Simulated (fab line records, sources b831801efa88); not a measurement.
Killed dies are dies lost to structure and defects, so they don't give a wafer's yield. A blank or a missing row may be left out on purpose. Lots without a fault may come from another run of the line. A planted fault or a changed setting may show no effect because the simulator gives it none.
One fault seen from 2 desks | flow gf180mcu | each desk has only its own numbers; what lay behind them comes last

THE METROLOGY DESK
What the gauges read, lot by lot, whatever tool the lot ran on: means of the sampled wafers that have a number. A lot is out of limits, marked OUT, if its mean lies more than 4 standard deviations from the usual mean; the brackets give that distance. Of its 9 readings 7 are shown: those that lie furthest out on some lot.
Columns: A = V2_W_RS at GF_V2_RS_MEAS_24, usual 0.329 ohm/sq; B = V2_W_THK at GF_V2_THK_MEAS_25, usual 348 nm; C = M3_ALCU_RS at GF_M3_RS_MEAS_05, usual 0.0695 ohm/sq; D = M3_ALCU_THK at GF_M3_THK_MEAS_06, usual 455 nm; E = cd_nm at GF_M3_CD_MEAS_14, usual 280.6 nm; F = M3_OVL at GF_M3_OVL_MEAS_15, usual 0 nm; G = V3_CVD_02_THK at GF_V3_THK_MEAS_03, usual 850 nm
lot  | first seen here | A     | B   | C      | D   | E     | F  | G
L774 | day 20 08:59    | 0.330 | 343 | 0.0694 | 459 | 280.9 | 5  | 857
L783 | day 23 20:43    | 0.325 | 353 | 0.0688 | 460 | 280.8 | 7  | 836
L789 | day 25 14:58    | 0.330 | 346 | 0.0708 | 452 | 279.9 | 2  | 853
L790 | day 26 03:08    | 0.327 | 350 | 0.0691 | 460 | 278.7 | -4 | 863
L795 | day 27 12:32    | 0.329 | 347 | 0.0688 | 463 | 279.8 | -5 | 849
L797 | day 28 04:26    | 0.329 | 351 | 0.0696 | 456 | 280.0 | 3  | 853
This desk's finding: nothing out of limits on any of the 6 lots.

THE TOOL OWNER'S DESK: pvd_sputter-01
The tool's own readings at GF_M3_SPUTTER_04 (material TiN, target thk 50 nm, time 41.7 s): means of the sampled wafers that have a number, for each lot that ran on this tool. A lot is out of limits, marked OUT, if its mean lies more than 4 standard deviations from the usual mean; the brackets give that distance.
Columns: A = cathode_dc_power_W at GF_M3_SPUTTER_04, usual 6499.9 W; B = throttle_valve_pct at GF_M3_SPUTTER_04, usual 30.1 %
lot  | first seen here | A                        | B
L774 | day 20 09:36    | 6499.8                   | 29.3
L789 | day 25 15:36    | 5853.3 (-99 or more) OUT | 28.6
L790 | day 26 03:46    | 5854.0 (-99 or more) OUT | 28.9
This desk's finding: out of limits on L789, L790; first on L789, day 25 15:36 (cathode_dc_power_W at GF_M3_SPUTTER_04). In limits: L774.

PUT TOGETHER
The tool owner's desk could have raised an alarm at day 25 15:36, on L789, L790.
The metrology desk saw nothing out of limits.
The metrology desk has L789, L790 on record, within its limits.
Of the lots named, all ran GF_M3_SPUTTER_04 on pvd_sputter-01.

WHAT THE SIMULATOR HAD PUT IN
Process parameter drift: pvd_sputter-01, from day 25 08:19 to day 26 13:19, at GF_M3_SPUTTER_04. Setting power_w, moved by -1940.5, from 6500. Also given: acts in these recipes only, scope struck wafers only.
Lots struck among those shown: L789, L790.
Hours from the fault's start to each desk's first reading out of limits: the tool owner's desk, 7.
